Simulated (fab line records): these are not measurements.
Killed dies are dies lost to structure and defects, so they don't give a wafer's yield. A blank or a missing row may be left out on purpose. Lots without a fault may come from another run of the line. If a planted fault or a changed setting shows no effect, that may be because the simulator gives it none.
fab line records	flow sfqLine
[record] lots = 5	wafers = 15	lastDay = 80
route steps=325 shown M2@95 I2@103
lots that met no fault: taken from a fault-free run of the same line
startH: hours from the record's first day to the start of the lot's first wafer shown	waitH: how many hours have passed since the lot's step before this one	" as in the row above	L1.1+2: one row covering several wafers at once	- no value present, or no start provided	* or withheld: withheld	< > ~ a bound
route shown NAME@n: names a module that has steps shown in the file, with the first one's number in the route	usual: mean and standard deviation over wafers with no fault	same: alike in all rows	chamber/n: place in a boat	sites: each site's reading	_std_site: standard deviation across them	_edge_site: the outer-site mean with the inner-site mean subtracted	radiusMm: how far each site lies from the wafer's centre	mask NAME#n: copy n	behind: tool/chamber where the wafer was last shaped	hold: what put the lot on hold/how long, in hours/how the hold closed	device: which transistor (n, p or np) failed to switch	end of line: the tests these same wafers got at the end of their route	a step without rows: its recipe alone	killed: count of dies lost to structure and defects at first sort (not the wafer's yield)	map: a wafer's dies, marking killed ones x, the rest . and places with no die _
set.NAME: the setting as run; set.NAME@STEP: as run at that earlier step	model.NAME: the simulator's own value behind a step, which no gauge read
certain route steps with their lots: each step a table, each wafer a row
services: when a tool's chamber went out of use (startH, in hours from the record's first day, below 0 if earlier), for how many hours, and the reason
[[steps]]
[step SFQ_TRILAYER_M2_LITHO_EXPOSE_058]
[recipe] maskId = M2	na = 0.6	sourceShape = conventional	sigmaOuter = 0.65	targetCdNm = 500	doseMj = 14.4
[step SFQ_TRILAYER_M2_LITHO_PEB_060]
[recipe] pebTempC = 115	pebTimeS = 60	resist = KrF
[step SFQ_TRILAYER_M2_LITHO_DEVELOP_059]
[recipe] timeS = 60	resist = KrF
[step SFQ_M2_OVL_MEAS_916]
[usual] M2_OVL = -3/5
lot.wafer	tool	chamber	startH	waitH	M2_OVL[nm]
L479.1	overlay-02	-	478.29	0.1	-4
L479.2	"	-	"	"	2
L479.6	"	-	"	"	2
L485.2	overlay-01	-	525.82	0.1	-8
L485.4	"	-	"	"	0
L485.5	"	-	"	"	-7
L489.2	overlay-01	-	552.22	0.1	-3
L489.3	"	-	"	"	-8
L489.5	"	-	"	"	-2
L492.3	overlay-01	-	581.02	0.1	-4
L492.4	"	-	"	"	-5
L492.5	"	-	"	"	-3
L493.1	overlay-02	-	588.01	0.1	-4
L493.3	"	-	"	"	-4
L493.5	"	-	"	"	2
[step SFQ_TRILAYER_M2_BARC_OPEN_METAL_ETCH_077]
[recipe] maskMaterial = PR	chemistry = O2	targetDepthNm = 125	target = BARC	icpW = 600	biasW = 80	pressureMtorr = 10	timeS = 41.7
[usual] chamberPressureMTorr = 10.001/0.0092	drypumpMotorCurrentA = 5.4/0.39	oesProductAu = 0.684/0.0048
lot.wafer	tool	chamber	startH	waitH	chamberPressureMTorr	drypumpMotorCurrentA	oesProductAu	rfHoursCounterH
L479.1	rieMetal-03	0	478.32	0.0	9.992	5.3	0.691	167
L479.2	"	1	"	"	10.006	5.4	0.684	166
L479.6	"	0	"	"	9.997	5.3	0.686	-
L485.2	rieMetal-03	1	525.85	0.0	10.004	5.4	0.685	181
L485.4	"	0	"	"	10.018	5.3	0.690	-
L485.5	"	0	"	"	9.996	5.3	0.685	-
L489.2	rieMetal-04	1	552.25	0.0	9.992	4.9	0.681	47
L489.3	"	1	"	"	9.994	4.8	0.680	-
L489.5	"	1	"	"	10.002	4.9	0.686	-
L492.3	rieMetal-03	0	581.07	0.0	10.023	5.3	0.679	-
L492.4	"	1	"	"	10.005	5.4	0.687	-
L492.5	"	1	"	"	10.000	5.4	0.682	-
L493.1	rieMetal-03	0	588.05	0.0	9.989	5.3	0.691	16
L493.3	"	0	"	"	10.006	5.3	0.686	-
L493.5	"	0	"	"	9.991	5.3	0.688	-
[step SFQ_TRILAYER_M2_ETCH_METAL_ETCH_060]
[recipe] target = Nb	stopOn = SiO2	maskMaterial = PR	chemistry = Cl2/Ar	targetDepthNm = 240	icpW = 600	biasW = 80	pressureMtorr = 10	timeS = 120
[step SFQ_TRILAYER_M2_STRIP_STRIP_061]
[recipe] gas = O2	powerW = 200	platenTempC = 40	overashFraction = 0.65	chemistry = O2	pressureMtorr = 50
[usual] chamberPressureMTorr = 50.00/0.046	drypumpMotorCurrentA = 5.4/0.4	oesProductAu = 1.002/0.0085	platenTempC = 40.02/0.1
[same] overashFraction = 0.65
lot.wafer	tool	chamber	startH	waitH	chamberPressureMTorr	drypumpMotorCurrentA	oesProductAu	platenTempC	rfHoursCounterH
L479.1	rieMetal-03	0	478.51	0.1	49.98	5.3	1.003	39.96	167
L479.2	"	1	"	"	50.04	5.4	1.003	40.04	167
L479.6	"	0	"	"	49.99	5.3	1.008	39.98	-
L485.2	rieMetal-03	1	526.03	0.1	50.03	5.4	0.996	39.96	181
L485.4	"	0	"	"	50.08	5.3	0.997	40.15	-
L485.5	"	0	"	"	50.00	5.3	1.011	40.04	-
L489.2	rieMetal-04	1	552.43	0.1	50.02	4.8	1.007	40.14	47
L489.3	"	1	"	"	50.07	4.9	1.006	40.12	-
L489.5	"	1	"	"	50.04	4.8	1.015	39.99	-
L492.3	rieMetal-03	0	581.43	0.2	49.98	5.3	1.009	40.03	-
L492.4	"	1	"	"	49.97	5.4	1.023	40.07	-
L492.5	"	1	"	"	50.01	5.4	1.016	40.07	-
L493.1	rieMetal-03	0	588.23	0.1	50.04	5.3	0.991	39.98	16
L493.3	"	0	"	"	50.00	5.3	0.999	39.95	-
L493.5	"	0	"	"	49.97	5.3	1.013	40.06	-
[step SFQ_TRILAYER_M2_STRIP_SOLV_CLEAN_062]
[recipe] chemistry = NMP	tempC = 70	timeS = 600
[step SFQ_TRILAYER_I2_DEP_PECVD_063]
[recipe] material = SiO2	tempC = 150	timeS = 111.11	pressureTorr = 2.4	rfW = 183.3	precursor = SiH4/N2O	targetThkNm = 500
[usual] heaterPowerW = 75/12	showerheadVppV = 856/42	throttleValvePct = 24.6/1.8
lot.wafer	tool	chamber	startH	waitH	heaterPowerW	showerheadVppV	throttleValvePct
L479.1	pecvd-02	1	479.28	0.0	64	854	24.9
L479.2	"	2	"	"	65	866	24.2
L479.6	"	0	"	"	89	903	28.5
L485.2	pecvd-02	0	526.82	0.0	78	887	28.3
L485.4	"	1	"	"	59	850	25.0
L485.5	"	2	"	"	73	849	23.9
L489.2	pecvd-02	0	553.21	0.0	85	905	28.4
L489.3	"	2	"	"	63	858	24.1
L489.5	"	1	"	"	63	854	24.8
L492.3	pecvd-03	2	582.01	0.0	102	912	25.3
L492.4	"	0	"	"	98	842	23.5
L492.5	"	2	"	"	88	919	25.5
L493.1	pecvd-02	0	589.01	0.0	77	904	22.9
L493.3	"	1	"	"	66	857	22.9
L493.5	"	0	"	"	81	915	23.2
[step SFQ_TRILAYER_I2_CMP_CMP_064]
[recipe] material = SiO2	downForcePsi = 3	platenRpm = 60	padVelocityMS = 0.94248
[usual] motorCurrentA = 10.0/0.51	timeToEndpointS = 216/10
lot.wafer	tool	chamber	startH	waitH	motorCurrentA	timeToEndpointS
L479.2	cmp-01	1	483.72	4.4	10.0	193
L479.1	"	3	484.72	5.4	11.0	219
L479.6	"	1	485.72	6.4	9.9	200
L485.4	cmp-02	2	538.96	12.1	9.4	220
L485.2	"	0	539.96	13.1	9.3	206
L485.5	"	2	540.96	14.1	9.6	208
L489.2	cmp-01	0	565.52	12.3	10.0	222
L489.3	"	2	566.52	13.3	10.4	214
L489.5	"	0	567.52	14.2	9.8	229
L492.3	cmp-02	3	602.08	20.0	10.0	202
L492.4	"	0	"	"	9.1	217
L492.5	"	1	"	"	9.4	226
L493.3	cmp-01	3	608.52	19.5	10.8	223
L493.1	"	1	609.52	20.5	10.9	202
L493.5	"	2	"	"	10.7	221
[step SFQ_I2_BOW_MEAS_917]
[recipe] mode = bow
[usual] I2_BOW = 4/8.4
lot.wafer	tool	chamber	startH	waitH	I2_BOW[um]
L479.1	filmMetro-02	-	486.22	1.0	18
L479.2	"	-	"	"	4
L479.6	"	-	"	"	4
L485.2	filmMetro-03	-	541.98	1.5	1
L485.4	"	-	"	"	1
L485.5	"	-	"	"	-5
L489.2	filmMetro-03	-	568.04	2.0	-16
L489.3	"	-	"	"	-2
L489.5	"	-	"	"	4
L492.3	filmMetro-01	-	604.12	1.5	0
L492.4	"	-	"	"	-5
L492.5	"	-	"	"	-4
L493.1	filmMetro-01	-	611.02	1.0	-9
L493.3	"	-	"	"	6
L493.5	"	-	"	"	1
[step SFQ_TRILAYER_I2_METRO_MEASURE_065]
[step SFQ_TRILAYER_I2_VIA_LITHO_COAT_072]
[recipe] resist = BARC	spinRpm = 3000	resistThkNm = 62
lot.wafer	tool	chamber	startH	waitH	model.BARC_of_TRILAYER_I2_VIA_LITHO_COAT_072.thkNm
L479.1	lithoTrack-02	0	487.54	1.0	63.77
L479.2	"	0	"	"	63.88
L479.6	"	0	"	"	63.84
L485.2	lithoTrack-03	0	543.33	0.8	61.75
L485.4	"	0	"	"	61.69
L485.5	"	0	"	"	61.93
L489.2	lithoTrack-02	0	569.39	0.8	61.92
L489.3	"	0	"	"	61.84
L489.5	"	0	"	"	62.03
L492.3	lithoTrack-02	0	605.50	0.7	62
L492.4	"	0	"	"	62.01
L492.5	"	0	"	"	62.08
L493.1	lithoTrack-02	0	612.34	1.0	61.98
L493.3	"	0	"	"	61.82
L493.5	"	0	"	"	61.89
[step SFQ_TRILAYER_I2_VIA_LITHO_COAT_067]
[recipe] resist = KrF	spinRpm = 3000	resistThkNm = 650
[step SFQ_TRILAYER_I2_VIA_LITHO_SOFTBAKE_071]
[recipe] tempC = withheld	timeS = withheld	resist = KrF
[step SFQ_TRILAYER_I2_VIA_LITHO_EXPOSE_068]
[recipe] maskId = I2	na = 0.6	sourceShape = conventional	sigmaOuter = 0.65	targetCdNm = 500	doseMj = 21.3
[step SFQ_TRILAYER_I2_VIA_LITHO_PEB_070]
[recipe] pebTempC = 115	pebTimeS = 60	resist = KrF
[step SFQ_TRILAYER_I2_VIA_LITHO_DEVELOP_069]
[recipe] timeS = 60	resist = KrF
[step SFQ_I2_OVL_MEAS_918]
[usual] I2_OVL = -7/4.9
lot.wafer	tool	chamber	startH	waitH	I2_OVL[nm]
L479.1	overlay-02	-	595.22	0.1	-9
L479.2	"	-	"	"	-11
L479.6	"	-	"	"	-9
L485.2	overlay-02	-	641.48	0.1	-1
L485.4	"	-	"	"	-1
L485.5	"	-	"	"	-2
L489.2	overlay-02	-	670.58	0.1	-7
L489.3	"	-	"	"	-11
L489.5	"	-	"	"	-7
L492.3	overlay-01	-	706.58	0.1	-5
L492.4	"	-	"	"	-7
L492.5	"	-	"	"	-5
L493.1	overlay-01	-	711.37	0.1	-3
L493.3	"	-	"	"	0
L493.5	"	-	"	"	3
[step SFQ_TRILAYER_I2_VIA_BARC_OPEN_VIA_ETCH_096]
[recipe] maskMaterial = PR	chemistry = O2	targetDepthNm = 125	target = BARC	sourceW = 500	biasW = 80	pressureMtorr = 30	timeS = 41.7
[usual] chamberPressureMTorr = 30.002/0.025	drypumpMotorCurrentA = 5.9/0.38	oesProductAu = 0.685/0.0047
lot.wafer	tool	chamber	startH	waitH	chamberPressureMTorr	drypumpMotorCurrentA	oesProductAu	rfHoursCounterH	model.etch.depthNm
L479.1	rieDiel-04	3	595.26	0.0	29.969	5.3	0.700	34	63.77
L479.2	"	2	"	"	30.005	6.0	0.693	13	63.88
L479.6	"	1	"	"	30.012	6.6	0.695	-	63.84
L485.2	rieDiel-01	0	641.51	0.0	29.997	5.6	0.683	13	61.75
L485.4	"	1	"	"	29.995	5.8	0.686	40	61.69
L485.5	"	2	"	"	30.029	5.8	0.689	-	61.93
L489.2	rieDiel-02	1	670.61	0.0	30.019	5.4	0.685	9	61.92
L489.3	"	2	"	"	30.016	5.8	0.688	1	61.84
L489.5	"	3	"	"	30.031	5.8	0.683	-	62.03
L492.3	rieDiel-04	3	706.61	0.0	30.004	5.3	0.686	37	62
L492.4	"	2	"	"	30.041	6.0	0.678	16	62.01
L492.5	"	0	"	"	29.954	5.7	0.687	-	62.08
L493.1	rieDiel-04	3	711.41	0.0	29.978	5.3	0.689	37	61.98
L493.3	"	2	"	"	29.995	6.0	0.678	16	61.82
L493.5	"	1	"	"	30.002	6.6	0.687	-	61.89
[step SFQ_TRILAYER_I2_VIA_ETCH_VIA_ETCH_070]
[recipe] target = SiO2	stopOn = Nb	maskMaterial = PR	taperDeg = 20	chemistry = CHF3	targetDepthNm = 260	sourceW = 500	biasW = 80	pressureMtorr = 30	timeS = withheld
[usual] chamberPressureMTorr = 29.999/0.026	drypumpMotorCurrentA = 5.9/0.38	oesProductAu = 0.855/0.0057
lot.wafer	tool	chamber	startH	waitH	chamberPressureMTorr	drypumpMotorCurrentA	oesProductAu
L479.1	rieDiel-04	3	595.30	0.0	29.981	5.3	0.843
L479.2	"	2	"	"	30.017	6.0	0.852
L479.6	"	1	"	"	29.976	6.6	0.854
L485.2	rieDiel-01	0	641.55	0.0	30.016	5.6	0.861
L485.4	"	1	"	"	29.961	5.8	0.854
L485.5	"	2	"	"	30.005	5.8	0.848
L489.2	rieDiel-02	1	670.65	0.0	30.010	5.4	0.858
L489.3	"	2	"	"	30.003	5.8	0.853
L489.5	"	3	"	"	30.001	5.8	0.866
L492.3	rieDiel-04	3	706.65	0.0	29.985	5.3	0.846
L492.4	"	2	"	"	30.021	6.0	0.850
L492.5	"	0	"	"	29.982	5.7	0.858
L493.1	rieDiel-04	3	711.45	0.0	30.003	5.3	0.855
L493.3	"	2	"	"	30.006	6.0	0.856
L493.5	"	1	"	"	30.004	6.6	0.859
[[services]]
tool	chamber	startH	hours	kind
cmp-01	-	457.92	1.1	repair
cmp-02	-	466.61	4.3	pm
rieMetal-04	-	477.13	2.8	pm
cmp-01	-	482.26	0.5	repair
rieMetal-04	-	485.14	14.6	pm
rieDiel-01	3	495.78	4.1	repair
rieMetal-03	-	502.13	0.9	repair
rieDiel-01	1	503.17	10.8	repair
cmp-01	-	512.73	1.3	repair
cmp-01	-	512.75	1.1	repair
rieMetal-03	-	530.76	5.5	repair
cmp-02	-	531.09	1.5	repair
rieDiel-04	0	544.16	1.6	repair
rieDiel-04	-	558.42	0.5	repair
pecvd-02	-	563.75	14.0	pm
cmp-01	-	575.84	0.3	repair
cmp-01	-	577.02	4.0	pm
pecvd-02	-	584.92	1.8	repair
rieDiel-04	0	593.92	4.2	repair
cmp-01	-	614.02	6.5	pm
rieDiel-04	1	615.99	23.8	repair
pecvd-02	-	640.45	6.0	pm
cmp-01	-	644.86	6.1	repair
cmp-01	-	671.92	4.4	pm
[[key]]
firstSign none at tools or gauges
[modelEffect] step = SFQ_TRILAYER_I2_VIA_LITHO_COAT_072	value = BARC_of_TRILAYER_I2_VIA_LITHO_COAT_072.thkNm	without = 61.7	struck = 63.83
[modelEffect] step = SFQ_TRILAYER_I2_VIA_BARC_OPEN_VIA_ETCH_096	value = etch.depthNm	without = 61.7	struck = 63.83
metAt SFQ_TRILAYER_I2_VIA_LITHO_COAT_072
struckWafers L479.1,L479.2,L479.6
[fault] kind = processParameterDrift	tool = lithoTrack-02	chamber = -	onsetH = 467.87	steps = SFQ_TRILAYER_I2_VIA_LITHO_COAT_072	channel = resistThkNm	offset = 2.144	shape = step	endH = 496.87	actsIn = theseRecipesOnly	stated = 62
